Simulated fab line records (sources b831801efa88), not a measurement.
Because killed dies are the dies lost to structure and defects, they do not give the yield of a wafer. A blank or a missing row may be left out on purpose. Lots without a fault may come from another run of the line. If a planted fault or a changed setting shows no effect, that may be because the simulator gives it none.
A lot that was struck, set against a sound lot -- flow sky130 -- 15 out of 708 route steps
Sound: the wafers L313.1, L313.2, L313.3. Struck: wafers L322.3, L322.6. (L322.5 of the same lot was not struck and is left out.) The cause comes at the end.
Each step with rows lists, per side, the tool, then ch with its chambers, then its first start. Under that, the readings that differ: sound wafers -- struck wafers -- difference of the means -- sigmas: that difference in standard deviations of wafers without a fault.
alike: readings whose means differ by less than 2 such deviations, and words and numbers that are the same on both sides. not compared: withheld readings, readings that some wafer has no value for, bounds like >300 that may hide the same value, and numbers for which the record gives no deviation and whose values overlap.
Wherever a step has rows on one side only, a row that says differs or no value, or a row with sigmas, the two part there. Numbers that have no deviation but don't overlap get no sigmas and don't part them. A reading that every wafer of one side lacks parts them only if that side has two wafers or more.

SKY_CAPM_THK_MEAS_01:
  struck on film metro-04, day 40 11:34; sound on film metro-03, day 37 12:10
  alike: CAPM_CVD_00_THK
SKY_CAPM_SPUTTER_02: material TiN, target thk 200 nm, time 166.7 s.
  struck on pvd sputter-03, day 40 11:36; sound on pvd sputter-01, day 37 12:14
  alike: throttle valve pct
SKY_CAPM_RS_MEAS_03: measurement is done with a four-point probe.
  struck on film metro-03, day 40 11:45; sound on film metro-02, day 37 12:20
  alike: CAPM_TIN_RS
SKY_CAPM_THK_MEAS_04: measures by xrf.
  struck on film metro-03, day 40 11:51; sound on film metro-02, day 37 12:28
  alike: CAPM_TIN_THK
then, 7 steps without rows for these wafers: SKY_CAPM_DEHYDRATE_05 (time 60 s); SKY_CAPM_HMDS_06 (prime time 60 s); SKY_CAPM_COAT_07 (resist thk 1140 nm); SKY_CAPM_SOFTBAKE_08 (time 60 s); SKY_CAPM_EXPOSE_09 (exposes mask CAPM, target cd 1000 nm); SKY_CAPM_PEB_10; SKY_CAPM_DEVELOP_11 (develop time 60 s).
SKY_CAPM_OVL_MEAS_12:
  struck on overlay-01, day 41 11:38; sound on overlay-01, day 38 12:35
  alike: CAPM_OVL
SKY_CAPM_METAL_ETCH_13: etches TiN in Cl2/BCl3, stops on SiO2, target depth 220 nm, time 62.9 s.
  sound on rie metal-03 ch 0,1, day 38 12:38; struck on rie metal-02 ch 1, day 41 11:41
reading,sound,struck,difference,sigmas
bias w (W),48.63 48.63 48.49,37.29 37.51,-11.18,-70
drypump motor current A (A),5.8 6.5 6.5,5.2 5.2,-1.1,-2
model.NOVOLAK_of_CAPM_COAT_07.thk nm (nm),987.2 990.4 992.6,1002 995.1,+8,
  alike: oes product au, rf fwd power W, throttle valve pct
  not compared: rf hours counter h
SKY_CAPM_STRIP_14: strips in O2/N2.
  sound on plasma asher-01 ch 0,1, day 38 12:42; struck on plasma asher-02 ch 1, day 41 11:46
reading,sound,struck,difference,sigmas
drypump motor current A (A),4.8 5.3 4.9,6.1 6.1,+1.1,+3
  alike: oes product au, strip time to endpoint s
  not compared: rf hours counter h
-- the record jumps here: 8 days lie between the struck wafers' starts before and after (it left off in module CAPM and takes up again in module PAD_OPEN, whose first step shown is number 708 of the route) --
SKY_PAD_OPEN_PROBE_99:
  struck on prober-01, day 49 03:16; sound on prober-01, day 46 15:38
reading,sound,struck,difference,sigmas
killed at front end,20 25 20,12 12,-10,-2
model.etest.cap mim.leak log10 a cm2,-8.819 -9.04 -8.925,-8.117 -8.45,+0.645,
  alike: defect limited yield, killed_at_M0_to_M3, killed_at_M4_up, killed at contacts, killed at other, killed dies, killed open, killed short, sort_bin_3_pad_short, sort_bin_5_function, sort_bin_6_memory, sort n pass, sort yield pct

## WHERE THEY PART
Last at SKY_PAD_OPEN_PROBE_99 as far as this record goes, first at SKY_CAPM_METAL_ETCH_13.

WHY: what had been put in by the simulator
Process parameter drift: rie metal-02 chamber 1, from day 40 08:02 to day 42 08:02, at SKY_CAPM_METAL_ETCH_13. From 48.5, the setting bias w moved by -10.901. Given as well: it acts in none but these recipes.
